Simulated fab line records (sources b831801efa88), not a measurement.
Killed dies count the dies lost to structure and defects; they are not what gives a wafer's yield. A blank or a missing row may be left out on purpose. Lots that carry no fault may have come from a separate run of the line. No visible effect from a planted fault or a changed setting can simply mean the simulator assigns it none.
Split-lot trial + flow sky130 + 23 wafers read across 5 lots, on a route 708 steps long

SPLIT DETAILS
At SKY_VT_ADJUST_HVTR_COAT_02 (resist thk 1140 nm), the setting resist-thk-nm was moved away from the recipe's 1140 nm on 7 of the 23 wafers read, by -5.5% to +4.2%. This setting was run at the recipe's value on the other wafers.

FROM THE SPLIT TO THE READING: what the file shows between them, 4 steps
- SKY_VT_ADJUST_HVTR_SOFTBAKE_03: time 60 s
- SKY_VT_ADJUST_HVTR_EXPOSE_04: exposes mask HVTRM, target cd 380 nm
- SKY_VT_ADJUST_HVTR_PEB_05
- SKY_VT_ADJUST_HVTR_DEVELOP_06: develop time 57.6 s

THE READING
Shown in nm: cd-nm at SKY_VT_ADJUST_HVTR_CD_MEAS_07, with target cd 380 nm. On this fab line, fault-free wafers typically give 379.8 nm with a standard deviation of 2.5 nm.

| wafer  | tool, chamber at the split | resist-thk-nm as run, nm | against the recipe | cd-nm, nm | against lot-mates on the recipe |
|--------|----------------------------|--------------------------|--------------------|-----------|---------------------------------|
| L074.1 | litho-track-04, 0          | 1140                     | recipe             | 379.8     | -                               |
| L074.2 | litho-track-04, 0          | 1140                     | recipe             | 379.1     | -                               |
| L074.4 | litho-track-04, 0          | 1094                     | -4.0%              | 384.0     | +3.7                            |
| L074.5 | litho-track-04, 0          | 1140                     | recipe             | 381.9     | -                               |
| L074.6 | litho-track-04, 0          | 1094                     | -4.0%              | 385.5     | +5.2                            |
| L076.1 | litho-track-04, 0          | 1140                     | recipe             | 378.7     | -                               |
| L076.2 | litho-track-04, 0          | 1140                     | recipe             | 379.0     | -                               |
| L076.3 | litho-track-04, 0          | 1140                     | recipe             | 378.8     | -                               |
| L076.4 | litho-track-04, 0          | 1188                     | +4.2%              | 374.6     | -4.2                            |
| L076.5 | litho-track-04, 0          | 1188                     | +4.2%              | 372.2     | -6.6                            |
| L080.1 | litho-track-03, 0          | 1140                     | recipe             | 377.0     | -                               |
| L080.2 | litho-track-03, 0          | 1140                     | recipe             | 381.3     | -                               |
| L080.3 | litho-track-03, 0          | 1140                     | recipe             | 378.6     | -                               |
| L083.1 | litho-track-03, 0          | 1140                     | recipe             | 382.5     | -                               |
| L083.2 | litho-track-03, 0          | 1140                     | recipe             | 382.7     | -                               |
| L083.3 | litho-track-03, 0          | 1140                     | recipe             | 383.5     | -                               |
| L083.4 | litho-track-03, 0          | 1140                     | recipe             | 381.8     | -                               |
| L083.6 | litho-track-03, 0          | 1140                     | recipe             | 385.9     | -                               |
| L085.1 | litho-track-04, 0          | 1077                     | -5.5%              | 388.5     | +5.8                            |
| L085.2 | litho-track-04, 0          | 1140                     | recipe             | 381.7     | -                               |
| L085.3 | litho-track-04, 0          | 1140                     | recipe             | 383.7     | -                               |
| L085.4 | litho-track-04, 0          | 1077                     | -5.5%              | 388.2     | +5.5                            |
| L085.5 | litho-track-04, 0          | 1077                     | -5.5%              | 390.3     | +7.6                            |

THE FIT
A straight line over all 23 wafers: cd-nm changes by -1.45 nm for each +1% of resist-thk-nm; r = -0.87; the points scatter about the line by 2.2 nm.
The same after taking each lot's own level away (the mean of its wafers on the recipe; 23 wafers): -1.18 nm for each +1%; r = -0.93; scatter 1.3 nm.
On that fit, the largest move of resist-thk-nm shifts the reading by 6.5 nm.
From 378.83 to 383.28 nm: that is the span of the lots' own levels, equal to 1.8 times the standard deviation above.
Hence the slope depends on the lot-to-lot level, as the two fits are not the same.
Check: with one of the wafers moved furthest among these (-5.5%) left out of the fit, the line predicts +6.57 nm for it against its lot-mates. Against them it came out at +5.8 nm.

THE WHOLE CHAIN: every reading that the file lists as answering this split, in the file's order
| step                          | what it does        | reading                                                                                   | change (the file's fit)              | r (the file's) |
|-------------------------------|---------------------|-------------------------------------------------------------------------------------------|--------------------------------------|----------------|
| SKY_VT_ADJUST_HVTR_COAT_02    | resist thk 1140 nm  | NOVOLAK_of_VT_ADJUST_HVTR_COAT_02.thk-nm (the simulator's own value, which no gauge read) | +11.4 nm for each +1% of the setting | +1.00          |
| SKY_VT_ADJUST_HVTR_DEVELOP_06 | develop time 57.6 s | VT_ADJUST_HVTR.cd-nm (the simulator's own value, which no gauge read)                     | -1.18 nm for each +1% of the setting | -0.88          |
| SKY_VT_ADJUST_HVTR_CD_MEAS_07 | target cd 380 nm    | cd-nm                                                                                     | -1.17 nm for each +1% of the setting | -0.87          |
| SKY_VT_ADJUST_HVTR_STRIP_10   | strips in O2/N2     | strip-time-to-endpoint-s                                                                  | withheld for each +1% of the setting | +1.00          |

FILE'S OWN FIT
cd-nm changes by -1.17 nm for each +1% of resist-thk-nm, r = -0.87.
